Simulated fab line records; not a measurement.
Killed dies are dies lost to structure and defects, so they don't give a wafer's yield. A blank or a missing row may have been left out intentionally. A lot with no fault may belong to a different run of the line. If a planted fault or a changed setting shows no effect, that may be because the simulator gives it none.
Comparing a struck lot with a sound one	flow gf180mcu	16 out of 602 route steps
Sound: these wafers, L184.1, L184.3, L184.6. Wafers L194.2, L194.5, L194.6 were the ones struck. Last of all comes the cause.
At each step with rows: each side's tool, then ch and its chambers, then its first start. Under that, the readings that differ: sound wafers	struck wafers	difference of the means	sigmas: that difference in standard deviations of wafers without a fault.
alike: readings whose means differ by less than 2 such deviations, and words and numbers that are the same on both sides. not compared: withheld readings, readings that some wafer has no value for, bounds like >300 that may hide the same value, and numbers for which the record gives no deviation and whose values overlap.
The two part at a step that has a row with sigmas, a row that says differs or no value, or rows on one side only. Numbers that don't overlap but have no deviation are shown without sigmas and don't part them. A reading that every wafer of one side lacks parts them only if that side has two wafers or more.

GF_V2_CMP_04: polishes SiO2.
  sound on cmp-01 ch 0,2,3, day 20 18:17; struck on cmp-01 ch 1,2, day 24 13:25
  alike: motor-current-A, time-to-endpoint-s
GF_V2_BOW_MEAS_05:
  struck on film-metro-03, day 24 13:44; sound on film-metro-03, day 20 18:32
  alike: V2_BOW
then, 8 steps without rows for these wafers: GF_V2_DEHYDRATE_06 (time 60 s); GF_V2_HMDS_07 (prime time 60 s); GF_V2_COAT_08; GF_V2_COAT_09 (resist thk 1000 nm); GF_V2_SOFTBAKE_10 (time 60 s); GF_V2_EXPOSE_11 (exposes mask Via2, target cd 260 nm); GF_V2_PEB_12 (peb time 90 s); GF_V2_DEVELOP_13 (develop time 60 s).
GF_V2_CD_MEAS_14: the cd target is 260 nm.
  struck on cd-sem-02, day 25 10:43; sound on cd-sem-02, day 21 18:17
  alike: cd-nm
GF_V2_OVL_MEAS_15:
  struck on overlay-01, day 25 10:49; sound on overlay-01, day 21 18:25
  alike: V2_OVL
GF_V2_ETCH_16: etches BARC in N2/H2.
  sound on rie-diel-02 ch 1,3, day 21 18:26; struck on rie-diel-01 ch 0,3, day 25 10:51
  no value came back on the struck wafers for any of 5 readings (bias-w (W), chamber-pressure-mTorr (mTorr) and others); on the sound wafers bias-w (W) reads 99.29 100.03 100.16
GF_V2_ETCH_17: etches SiO2 in C4F8/O2/Ar, stops on TiN, target depth 630 nm.
  sound on rie-diel-02 ch 1,3; struck on rie-diel-01 ch 0,3
reading	sound	struck	difference	sigmas
oes-product-au (a.u.)	0.859 0.858 0.853	0.374 0.383 0.371	-0.481	-99 or more
  alike: bias-w, chamber-pressure-mTorr
GF_V2_STRIP_18: strips in O2/N2.
  sound on plasma-asher-02 ch 0,1, day 21 18:34; struck on plasma-asher-02 ch 0,1, day 25 10:59
  alike: drypump-motor-current-A, heater-power-w, oes-product-au
  not compared: rf-hours-counter-h
then, 1 step without rows for these wafers: GF_V2_STRIP_19 (strips in post etch residue remover, time 1200 s).

WHERE THEY PART
First at GF_V2_ETCH_16; last, within this record, at GF_V2_ETCH_17. Later steps at which nothing parts them and some readings are alike: GF_V2_STRIP_18.

WHY: what had been put in by the simulator
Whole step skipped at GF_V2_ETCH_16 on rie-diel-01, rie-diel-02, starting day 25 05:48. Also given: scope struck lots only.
